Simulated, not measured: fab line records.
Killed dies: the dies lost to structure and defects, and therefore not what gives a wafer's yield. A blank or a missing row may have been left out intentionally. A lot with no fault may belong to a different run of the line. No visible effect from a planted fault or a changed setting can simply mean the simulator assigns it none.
fab line records	flow sky130
record: lots: 6	wafers: 18	lastDay: 50
route steps=708 shown VIA3@590 METAL4@598 CAP2M@603
lots that met no fault: from a run of the same line without faults
startH: the number of hours between the record's first day and the start of the first shown wafer of the lot	waitH: how many hours have passed since the lot's step before this one	" repeats the value in the row above	L1.1+2: a single row standing in for several wafers	- no value, or no start given	* or withheld: withheld	< > ~ a bound
route shown NAME@n: NAME is a module with steps in the file, n the number in the route of the first one	usual: average and standard deviation across the fault-free wafers	same: alike in all rows	chamber/n: place in a boat	sites: the reading at each site	_std_site: their standard deviation	_edge_site: inner sites' mean taken away from outer sites' mean	radiusMm: how far each site lies from the wafer's centre	mask NAME#n: copy n	behind: the last tool/chamber to shape the wafer	hold: reason for holding the lot/hours on hold/outcome of the hold	device: whichever transistor did not switch (one of n, p or np)	end of line: the route-end tests of the same wafers	where a step has no rows: the recipe by itself	killed: at the first sort, the dies lost to defects and structure; wafer yield is something else	map: a wafer's dies, x killed, . not, _ none there
set.NAME: the run value of the setting; set.NAME@STEP: its run value at that earlier step	model.NAME: the simulator's own value behind a step, which no gauge read
a table for each step, a row for each wafer; lots at some steps of the route
services: from which hour (startH, from the record's first day; less than 0 if before it) a tool's chamber was out of use, for how many hours, and why
== steps ==
step: SKY_VIA3_STRIP_17
recipe: chemistry: postEtchResidueRemover	timeS: 1200	tempC: 72.5
step: SKY_VIA3_CLEAN_18
recipe: chemistry: IPA	timeS: 180	tempC: 25
step: SKY_VIA3_CLEAN_19
recipe: chemistry: O3/DIW	dry: n2Spin
step: SKY_VIA3_SPUTTER_20
recipe: material: TiN	targetThkNm: 20	chamberPressurePa: 5	powerW: 4000	timeS: 80
step: SKY_VIA3_CVD_21
recipe: material: W	targetThkNm: 390	timeS: 117.31	tempC: 400	pressureTorr: 40
step: SKY_VIA3_RS_MEAS_22
recipe: thkMeasGauge: four-point-probe	reads: W_of_VIA3_CVD_21+TiN_of_VIA3_SPUTTER_20
usual: VIA3_W_RS: 0.294/0.0039
lot.wafer	tool	chamber	startH	waitH	VIA3_W_RS[ohm/sq]
L120.2	filmMetro-02	-	927.79	0.1	0.297
L120.3	"	-	"	"	0.295
L120.4	"	-	"	"	0.300
L128.1	filmMetro-02	-	995.94	0.1	0.295
L128.3	"	-	"	"	0.291
L128.5	"	-	"	"	0.293
L137.1	filmMetro-04	-	1056.99	0.1	0.292
L137.3	"	-	"	"	0.293
L137.6	"	-	"	"	0.296
L138.1	filmMetro-04	-	1060.98	0.1	0.290
L138.3	"	-	"	"	0.294
L138.5	"	-	"	"	0.299
L139.2	filmMetro-04	-	1069.32	0.1	0.296
L139.4	"	-	"	"	0.295
L139.6	"	-	"	"	0.294
L140.2	filmMetro-02	-	1074.47	0.1	0.298
L140.4	"	-	"	"	0.293
L140.5	"	-	"	"	0.286
step: SKY_VIA3_THK_MEAS_23
recipe: thkMeasGauge: xrf	reads: W_of_VIA3_CVD_21
usual: VIA3_W_THK: 396/5.6
lot.wafer	tool	chamber	startH	waitH	VIA3_W_THK[nm]
L120.2	filmMetro-02	-	927.90	0.1	397
L120.3	"	-	"	"	396
L120.4	"	-	"	"	392
L128.1	filmMetro-02	-	996.06	0.1	397
L128.3	"	-	"	"	400
L128.5	"	-	"	"	399
L137.1	filmMetro-04	-	1057.11	0.1	394
L137.3	"	-	"	"	396
L137.6	"	-	"	"	388
L138.1	filmMetro-04	-	1061.10	0.1	399
L138.3	"	-	"	"	395
L138.5	"	-	"	"	389
L139.2	filmMetro-04	-	1069.43	0.1	393
L139.4	"	-	"	"	395
L139.6	"	-	"	"	392
L140.2	filmMetro-02	-	1074.58	0.1	388
L140.4	"	-	"	"	395
L140.5	"	-	"	"	404
step: SKY_VIA3_CMP_24
recipe: stopOn: SiO2	tOverpolishS: 20	downForcePsi: 3.5	platenRpm: 60	targetThkNm: 0	padVelocityMS: 0.94248
step: SKY_METAL4_SPUTTER_00
recipe: material: Ti	targetThkNm: 15	powerW: 3000	timeS: 10	chamberPressurePa: 0.4
usual: cathodeDcPowerW: 3000.0/0.53	chamberPressurePa: 0.4000/0.00079	throttleValvePct: 30.0/1.3
lot.wafer	tool	chamber	startH	waitH	cathodeDcPowerW	chamberPressurePa	throttleValvePct
L120.2	pvdSputter-01	-	928.25	0.2	2999.6	0.4005	32.0
L120.3	"	-	"	"	2999.7	0.4005	29.8
L120.4	"	-	"	"	2999.0	0.4000	30.3
L128.1	pvdSputter-03	-	996.42	0.2	2999.8	0.4014	28.3
L128.3	"	-	"	"	2999.3	0.4002	31.3
L128.5	"	-	"	"	2999.4	0.3992	31.4
L137.1	pvdSputter-02	-	1057.47	0.2	2999.6	0.3990	30.2
L137.3	"	-	"	"	2999.8	0.4001	27.5
L137.6	"	-	"	"	3000.3	0.3987	29.9
L138.1	pvdSputter-03	-	1061.46	0.1	3000.9	0.4001	29.0
L138.3	"	-	"	"	2999.7	0.3987	28.3
L138.5	"	-	"	"	3001.4	0.4009	28.9
L139.2	pvdSputter-03	-	1070.14	0.1	3000.8	0.4000	28.9
L139.4	"	-	"	"	3000.3	0.4002	28.3
L139.6	"	-	"	"	2999.5	0.3996	31.4
L140.2	pvdSputter-01	-	1074.93	0.2	2999.7	0.4001	30.3
L140.4	"	-	"	"	2999.4	0.4006	29.6
L140.5	"	-	"	"	3000.3	0.4014	29.6
step: SKY_METAL4_SPUTTER_01
recipe: material: TiN	targetThkNm: 20	powerW: 6500	timeS: 16.7	chamberPressurePa: 0.4
usual: cathodeDcPowerW: 6499.9/1.4	chamberPressurePa: 0.3999/0.00078	throttleValvePct: 30.0/1.3
lot.wafer	tool	chamber	startH	waitH	cathodeDcPowerW	chamberPressurePa	throttleValvePct
L120.2	pvdSputter-01	-	928.27	0.0	6500.5	0.3985	32.0
L120.3	"	-	"	"	6499.4	0.3997	29.7
L120.4	"	-	"	"	6499.0	0.4001	30.0
L128.1	pvdSputter-03	-	996.44	0.0	6500.4	0.3994	28.6
L128.3	"	-	"	"	6499.1	0.3991	31.5
L128.5	"	-	"	"	6498.9	0.4002	31.3
L137.1	pvdSputter-02	-	1057.49	0.0	6498.7	0.3997	30.2
L137.3	"	-	"	"	6497.0	0.4004	27.5
L137.6	"	-	"	"	6502.2	0.3994	30.0
L138.1	pvdSputter-03	-	1061.48	0.0	6501.2	0.4002	28.9
L138.3	"	-	"	"	6500.7	0.4000	28.6
L138.5	"	-	"	"	6499.5	0.4006	28.8
L139.2	pvdSputter-03	-	1070.17	0.0	6499.4	0.3996	28.7
L139.4	"	-	"	"	6501.6	0.3972	28.3
L139.6	"	-	"	"	6498.8	0.4012	31.2
L140.2	pvdSputter-01	-	1074.96	0.0	6499.0	0.3990	30.2
L140.4	"	-	"	"	6500.4	0.4000	29.7
L140.5	"	-	"	"	6500.1	0.3996	29.8
step: SKY_METAL4_SPUTTER_02
recipe: material: AlCu	targetThkNm: 735	powerW: 10600	timeS: 39.1	chamberPressurePa: 0.4
usual: cathodeDcPowerW: 10600/2.1	chamberPressurePa: 0.4001/0.00084	throttleValvePct: 30.0/1.3
lot.wafer	tool	chamber	startH	waitH	cathodeDcPowerW	chamberPressurePa	throttleValvePct
L120.2	pvdSputter-01	-	928.30	0.0	10599	0.4004	32.3
L120.3	"	-	"	"	10602	0.3994	29.6
L120.4	"	-	"	"	10603	0.4005	30.1
L128.1	pvdSputter-03	-	996.47	0.0	10600	0.4001	28.8
L128.3	"	-	"	"	10597	0.3998	31.6
L128.5	"	-	"	"	10600	0.3985	31.3
L137.1	pvdSputter-02	-	1057.52	0.0	10604	0.3992	30.5
L137.3	"	-	"	"	10598	0.4006	27.7
L137.6	"	-	"	"	10597	0.3997	30.2
L138.1	pvdSputter-03	-	1061.51	0.0	10602	0.3998	28.7
L138.3	"	-	"	"	10600	0.3994	28.4
L138.5	"	-	"	"	10601	0.4005	29.1
L139.2	pvdSputter-03	-	1070.19	0.0	10602	0.4000	28.8
L139.4	"	-	"	"	10603	0.4010	28.4
L139.6	"	-	"	"	10602	0.4000	31.4
L140.2	pvdSputter-01	-	1074.98	0.0	10599	0.4014	30.0
L140.4	"	-	"	"	10603	0.4005	29.8
L140.5	"	-	"	"	10604	0.4003	29.8
step: SKY_METAL4_SPUTTER_03
recipe: material: Ti	targetThkNm: 5	powerW: 3000	timeS: 3.3	chamberPressurePa: 0.4
usual: cathodeDcPowerW: 3000.0/0.53	chamberPressurePa: 0.4000/0.00078	throttleValvePct: 30.0/1.3
lot.wafer	tool	chamber	startH	waitH	cathodeDcPowerW	chamberPressurePa	throttleValvePct
L120.2	pvdSputter-01	-	928.34	0.0	2999.8	0.3998	32.3
L120.3	"	-	"	"	2999.8	0.3989	29.4
L120.4	"	-	"	"	2999.3	0.4008	30.1
L128.1	pvdSputter-03	-	996.51	0.0	2999.7	0.3996	28.4
L128.3	"	-	"	"	2999.3	0.4005	31.5
L128.5	"	-	"	"	2999.9	0.4000	31.4
L137.1	pvdSputter-02	-	1057.55	0.0	2999.9	0.3992	29.9
L137.3	"	-	"	"	3000.1	0.3987	27.9
L137.6	"	-	"	"	3000.1	0.4007	29.9
L138.1	pvdSputter-03	-	1061.55	0.0	3000.1	0.3983	28.8
L138.3	"	-	"	"	2999.8	0.4015	28.5
L138.5	"	-	"	"	2999.6	0.3992	28.9
L139.2	pvdSputter-03	-	1070.23	0.0	2999.0	0.4001	28.9
L139.4	"	-	"	"	3000.7	0.3996	28.4
L139.6	"	-	"	"	3000.0	0.3990	31.4
L140.2	pvdSputter-01	-	1075.02	0.0	3000.2	0.4004	30.4
L140.4	"	-	"	"	3000.4	0.4005	29.4
L140.5	"	-	"	"	3001.2	0.3999	29.7
step: SKY_METAL4_SPUTTER_04
recipe: material: TiN	targetThkNm: 70	powerW: 6500	timeS: 58.3	chamberPressurePa: 0.4
usual: cathodeDcPowerW: 6500.1/1.2	chamberPressurePa: 0.3999/0.00081	throttleValvePct: 30.0/1.3
lot.wafer	tool	chamber	startH	waitH	cathodeDcPowerW	chamberPressurePa	throttleValvePct
L120.2	pvdSputter-01	-	928.36	0.0	6500.0	0.4007	32.0
L120.3	"	-	"	"	6500.3	0.3995	29.9
L120.4	"	-	"	"	6498.5	0.4005	30.4
L128.1	pvdSputter-03	-	996.53	0.0	6501.3	0.4001	28.4
L128.3	"	-	"	"	6501.6	0.4010	31.4
L128.5	"	-	"	"	6499.2	0.3999	31.5
L137.1	pvdSputter-02	-	1057.57	0.0	-	-	-
L137.3	"	-	"	"	-	-	-
L137.6	"	-	"	"	-	-	-
L138.1	pvdSputter-03	-	1061.57	0.0	-	-	-
L138.3	"	-	"	"	-	-	-
L138.5	"	-	"	"	-	-	-
L139.2	pvdSputter-03	-	1070.25	0.0	6499.5	0.4000	29.0
L139.4	"	-	"	"	6500.1	0.4016	28.3
L139.6	"	-	"	"	6500.3	0.4004	31.6
L140.2	pvdSputter-01	-	1075.04	0.0	6500.9	0.4007	30.4
L140.4	"	-	"	"	6498.9	0.4004	29.6
L140.5	"	-	"	"	6498.8	0.4006	29.8
step: SKY_CAP2M_CVD_00
recipe: material: SiO2	targetThkNm: 15.5	tempC: 400	timeS: withheld	rfW: 450
usual: heaterPowerW: 736/93	rfFwdPowerW: 440.5/1.8	susceptorTempC: 400.02/0.22
lot.wafer	tool	chamber	startH	waitH	heaterPowerW	rfFwdPowerW	susceptorTempC
L120.2	pecvd-03	2	928.41	0.0	824	441.2	399.64
L120.3	"	0	"	"	823	442.0	400.20
L120.4	"	1	"	"	630	442.1	400.16
L128.1	pecvd-02	1	996.58	0.0	803	440.8	400.09
L128.3	"	2	"	"	715	439.9	399.73
L128.5	"	0	"	"	682	442.7	399.76
L137.1	pecvd-01	2	1057.62	0.0	589	439.5	400.21
L137.3	"	0	"	"	716	440.0	399.69
L137.6	"	2	"	"	597	438.8	399.96
L138.1	pecvd-03	1	1061.62	0.0	618	442.0	399.84
L138.3	"	0	"	"	775	441.8	399.92
L138.5	"	2	"	"	771	441.2	400.04
L139.2	pecvd-01	0	1070.30	0.0	737	441.7	399.98
L139.4	"	1	"	"	805	441.9	400.15
L139.6	"	2	"	"	639	441.0	399.70
L140.2	pecvd-01	2	1075.09	0.0	697	437.1	399.89
L140.4	"	2	"	"	698	438.2	399.95
L140.5	"	0	"	"	693	440.7	399.87
step: SKY_CAP2M_SPUTTER_02
recipe: material: TiN	targetThkNm: 200	tempC: 300	powerW: 6500	timeS: 166.7	chamberPressurePa: 0.4
step: SKY_CAP2M_DEHYDRATE_05
recipe: tempC: 200	timeS: 60
step: SKY_CAP2M_HMDS_06
recipe: primeTimeS: 60	primeTempC: 120
step: SKY_CAP2M_COAT_07
recipe: resist: NOVOLAK	spinRpm: 3000	resistThkNm: 1140
step: SKY_CAP2M_SOFTBAKE_08
recipe: tempC: 90	timeS: 60	resist: NOVOLAK
step: SKY_CAP2M_EXPOSE_09
recipe: maskId: CAP2M	na: 0.6	sourceShape: conventional	sigmaOuter: 0.6	polarization: unpolarized	targetCdNm: 1000	doseMj: 159
step: SKY_CAP2M_PEB_10
recipe: tempC: withheld	timeS: *	resist: NOVOLAK
step: SKY_CAP2M_DEVELOP_11
recipe: resist: NOVOLAK	developer: TMAH	developTimeS: 60	devTempC: 23
step: SKY_CAP2M_OVL_MEAS_12
usual: CAP2M_OVL: 0.4/1.5
lot.wafer	tool	chamber	startH	waitH	CAP2M_OVL[nm]
L120.2	overlay-02	-	952.39	0.1	0.5
L120.3	"	-	"	"	1.1
L120.4	"	-	"	"	1.1
L128.1	overlay-01	-	1019.09	0.1	-1.4
L128.3	"	-	"	"	-1.3
L128.5	"	-	"	"	-0.1
L137.1	overlay-01	-	1078.23	0.1	1.1
L137.3	"	-	"	"	-0.2
L137.6	"	-	"	"	-0.3
L138.1	overlay-02	-	1082.88	0.1	2.0
L138.3	"	-	"	"	1.9
L138.5	"	-	"	"	3.6
L139.2	overlay-01	-	1091.35	0.1	0.4
L139.4	"	-	"	"	0.8
L139.6	"	-	"	"	1.3
L140.2	overlay-02	-	1095.33	0.1	-1.0
L140.4	"	-	"	"	-0.4
L140.5	"	-	"	"	-0.4
step: SKY_CAP2M_METAL_ETCH_13
recipe: targetDepthNm: 220	stopOn: SiO2	chemistry: Cl2/BCl3	target: TiN	pressureMtorr: 10	icpW: 900	biasW: 48.5	Cl2_flow_sccm: 60	bcl3FlowSccm: 30	timeS: 62.9
step: SKY_CAP2M_STRIP_14
recipe: chemistry: O2/N2	powerW: 1400	pressureMtorr: 1500	platenTempC: withheld	o2FlowSccm: 3000	n2FlowSccm: 300	overashFraction: 0.5
step: SKY_CAP2M_STRIP_15
recipe: chemistry: postEtchResidueRemover	timeS: 1200	tempC: 72.5
step: SKY_CAP2M_CLEAN_16
recipe: chemistry: IPA	timeS: 180	tempC: 25
step: SKY_CAP2M_CLEAN_17
recipe: chemistry: O3/DIW	dry: n2Spin
step: SKY_METAL4_DEHYDRATE_05
recipe: tempC: 200	timeS: 60
step: SKY_METAL4_HMDS_06
recipe: primeTimeS: 60	primeTempC: 120
step: SKY_METAL4_COAT_07
recipe: resist: BARC	tempC: withheld	timeS: withheld	spinRpm: 3000	resistThkNm: 60
step: SKY_METAL4_COAT_08
recipe: resist: KrF-thick	spinRpm: 3000	resistThkNm: 1140
step: SKY_METAL4_SOFTBAKE_09
recipe: tempC: 100	timeS: 90	resist: KrF-thick
step: SKY_METAL4_EXPOSE_10
recipe: maskId: MM4	na: 0.68	sourceShape: annular	sigmaInner: 0.4	sigmaOuter: 0.8	targetCdNm: 300	doseMj: 28
step: SKY_METAL4_PEB_11
recipe: pebTempC: withheld	pebTimeS: withheld	resist: KrF-thick
step: SKY_METAL4_DEVELOP_12
recipe: developTimeS: 60	resist: KrF-thick	devTempC: 21
step: SKY_METAL4_CD_MEAS_13
recipe: targetCdNm: 300
usual: cdNm: 300.0/1.5
lot.wafer	tool	chamber	startH	waitH	cdNm
L120.2	cdSem-01	-	976.85	-	300.3
L120.3	"	-	"	"	300.9
L120.4	"	-	"	"	301.1
L128.1	cdSem-01	-	1042.21	-	299.7
L128.3	"	-	"	"	301.1
L128.5	"	-	"	"	301.2
L137.1	cdSem-02	-	1098.73	-	299.0
L137.3	"	-	"	"	300.0
L137.6	"	-	"	"	299.1
L138.1	cdSem-02	-	1103.66	-	298.7
L138.3	"	-	"	"	298.6
L138.5	"	-	"	"	297.4
L139.2	cdSem-01	-	1112.29	-	300.0
L139.4	"	-	"	"	300.5
L139.6	"	-	"	"	299.6
L140.2	cdSem-01	-	1116.54	-	300.6
L140.4	"	-	"	"	301.3
L140.5	"	-	"	"	301.0
step: SKY_METAL4_OVL_MEAS_14
usual: METAL4_OVL: -3/6.1
lot.wafer	tool	chamber	startH	waitH	METAL4_OVL[nm]
L120.2	overlay-02	-	976.96	0.1	-5
L120.3	"	-	"	"	-6
L120.4	"	-	"	"	-4
L128.1	overlay-01	-	1042.33	0.1	-13
L128.3	"	-	"	"	-14
L128.5	"	-	"	"	-12
L137.1	overlay-01	-	1098.85	0.1	-2
L137.3	"	-	"	"	-4
L137.6	"	-	"	"	0
L138.1	overlay-01	-	1103.78	0.1	-4
L138.3	"	-	"	"	-4
L138.5	"	-	"	"	-3
L139.2	overlay-02	-	1112.40	0.1	-5
L139.4	"	-	"	"	2
L139.6	"	-	"	"	1
L140.2	overlay-01	-	1116.65	0.1	-7
L140.4	"	-	"	"	-3
L140.5	"	-	"	"	-9
step: SKY_METAL4_DESCUM_15
recipe: chemistry: O2	sourcePowerW: 150	biasPowerW: 0	pressureMtorr: 10	tempC: 40	timeS: 8
step: SKY_METAL4_METAL_ETCH_18
recipe: targetDepthA: 8450	stopOn: SiO2	overEtchFrac: 0.3	timeS: 183.1	chemistry: Cl2/BCl3	resistSidewallDeg: 88	pressureMtorr: 10	icpW: 900	biasW: 48.5	Cl2_flow_sccm: 60	bcl3FlowSccm: 30
usual: drypumpMotorCurrentA: 5.5/0.58	mfcCl2Sccm: 59.98/0.19	oesProductAu: 0.863/0.0054	rfFwdPowerW: 897.1/2.5	throttleValvePct: 22.264/0.0098
lot.wafer	tool	chamber	startH	waitH	drypumpMotorCurrentA	mfcCl2Sccm	oesProductAu	rfFwdPowerW	rfHoursCounterH	throttleValvePct
L120.2	rieMetal-04	1	977.14	0.0	4.9	60.18	0.862	893.8	19	22.239
L120.3	"	0	"	"	6.6	59.77	0.862	903.3	-	22.260
L120.4	"	1	"	"	4.9	60.04	0.870	898.2	-	22.257
L128.1	rieMetal-01	0	1042.51	0.0	5.8	59.60	0.857	895.5	16	22.256
L128.3	"	0	"	"	5.8	60.26	0.866	897.4	-	22.266
L128.5	"	1	"	"	4.9	59.78	0.870	897.3	-	22.251
L137.1	rieMetal-01	0	1099.04	0.0	5.8	59.78	0.820	897.8	20	22.269
L137.3	"	1	"	"	4.9	60.32	0.818	896.8	-	22.263
L137.6	"	0	"	"	5.8	60.00	0.823	895.7	-	22.267
L138.1	rieMetal-01	1	1103.96	0.0	5.0	60.26	0.822	896.5	18	22.259
L138.3	"	1	"	"	4.9	59.94	0.833	894.8	-	22.281
L138.5	"	0	"	"	5.8	60.33	0.816	897.1	-	22.277
L139.2	rieMetal-01	1	1112.58	0.0	4.9	59.88	0.865	895.6	19	22.254
L139.4	"	0	"	"	5.8	60.10	0.864	896.4	-	22.268
L139.6	"	0	"	"	5.8	59.99	0.857	899.3	-	22.247
L140.2	rieMetal-04	1	1116.83	0.0	4.9	59.57	0.865	895.6	4	22.262
L140.4	"	1	"	"	4.9	59.63	0.861	894.6	-	22.259
L140.5	"	1	"	"	4.9	59.68	0.867	893.6	-	22.270
== services ==
tool	chamber	startH	hours	kind
rieMetal-04	1	914.32	2.2	repair
pecvd-01	-	919.21	0.4	repair
pecvd-03	-	920.08	2.8	pm
pvdSputter-01	-	929.35	4.1	repair
rieMetal-04	0	939.56	8.2	repair
pvdSputter-01	0	943.36	-	consumableReplace:kit
pvdSputter-01	0	943.36	18.0	scheduledDown
pvdSputter-01	0	943.36	18.0	ventCycle
pvdSputter-02	-	965.01	2.7	repair
pvdSputter-01	-	1016.94	1.3	repair
pvdSputter-02	-	1042.02	13.8	repair
pecvd-02	1	1055.32	12.7	repair
pvdSputter-02	-	1067.48	12.5	repair
pecvd-03	-	1069.70	5.5	pm
pecvd-03	1	1076.71	13.1	repair
pecvd-02	-	1077.32	1.8	repair
pvdSputter-03	1	1077.45	-	consumableReplace:kit
pvdSputter-03	1	1077.45	18.0	scheduledDown
pvdSputter-03	1	1077.45	18.0	ventCycle
pecvd-01	2	1092.06	2.6	repair
pvdSputter-01	3	1093.19	-	consumableReplace:kit
pecvd-01	-	1100.38	0.5	repair
pecvd-01	-	1110.69	0.7	repair
pecvd-01	0	1114.10	6.2	repair
== key ==
firstSign: step: SKY_METAL4_SPUTTER_04	reading: toolRecord	direction: missing
effect: step: SKY_METAL4_METAL_ETCH_18	reading: oesProductAu	direction: down	sigmas: 7.6	usual: 0.863	struck: 0.822
metAt SKY_METAL4_SPUTTER_04
struckWafers L137.1,L137.3,L137.6,L138.1,L138.3,L138.5
laterRowsLeftOut L137.1,L137.3,L137.6,L138.1,L138.3,L138.5
sortLeftOut L137.1,L137.3,L137.6,L138.1,L138.3,L138.5
onsetBetween 996.53 1057.57
fault: kind: skippedStepWhole	tool: pvdSputter-02,pvdSputter-03	chamber: -	onsetH: 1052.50	steps: SKY_METAL4_SPUTTER_04	scope: struckLotsOnly
sortLeftOut: the simulated sort isn't trusted on such a fault, so these wafers' sort isn't shown, and their yield isn't known
laterRowsLeftOut: the simulator's readings of these wafers behind a module that went badly wrong aren't trusted and aren't shown, but for the sort
